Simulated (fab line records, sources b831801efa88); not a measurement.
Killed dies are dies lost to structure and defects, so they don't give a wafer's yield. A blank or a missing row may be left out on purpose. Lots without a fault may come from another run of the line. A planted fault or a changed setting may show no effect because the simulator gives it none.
Chamber matching | flow gf180mcu | GF_V1_CMP_26 on cmp-01: 4 sister chambers
The step polishes, stops on SiO2, t overpolish 15 s, target thk 0 nm. 7 wafers are shown with their chamber, then 7 later ones without.

WAFERS WITH THEIR CHAMBER
wafer  | chamber | motor_current_A (A) | time_to_endpoint_s (s)
L109.5 | 1       | 10.1                | 91
L118.3 | 2       | 12.4                | 84
L118.4 | 1       | 9.5                 | 89
L119.5 | 2       | 12.4                | 87
L119.6 | 3       | 9.3                 | 88
L121.3 | 0       | 12.3                | 79
L121.4 | 3       | 9.6                 | 90

WAFERS WITHOUT THEIR CHAMBER
wafer  | motor_current_A (A) | time_to_endpoint_s (s)
L121.5 | 10.7                | 84
L124.2 | 10.2                | 91
L124.5 | 10.0                | 87
L124.6 | 13.1                | 89
L126.2 | 11.1                | 81
L126.3 | 12.1                | 87
L126.6 | 11.5                | 84

WHICH CHAMBER EACH WENT THROUGH
wafer  | from the rows above               | in truth
L121.5 | can't be placed: 1 or 3 or 2 or 0 | 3
L124.2 | can't be placed: 1 or 3           | 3
L124.5 | can't be placed: 1 or 3           | 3
L124.6 | 2                                 | 2
L126.2 | can't be placed: 0 or 2           | 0
L126.3 | 2                                 | 2
L126.6 | can't be placed: 2 or 0           | 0
Placed correctly: 2 of 7. Can't be placed from these rows: 5 (the true chamber is among the candidates in 5). Placed wrongly: 0.
How it was worked out, from the rows above alone: a wafer's distance from a chamber is the root of the sum, over the readings, of the square of ((its reading less the chamber's mean) divided by the reading's scatter). The wafer belongs to the nearest chamber; if the next one is less than 2 further off, it can't be placed. A chamber's mean is the mean of its shown wafers. The scatter: the root of (the sum of the squares of (reading less its chamber's mean) over the shown wafers, divided by (wafers less chambers)).
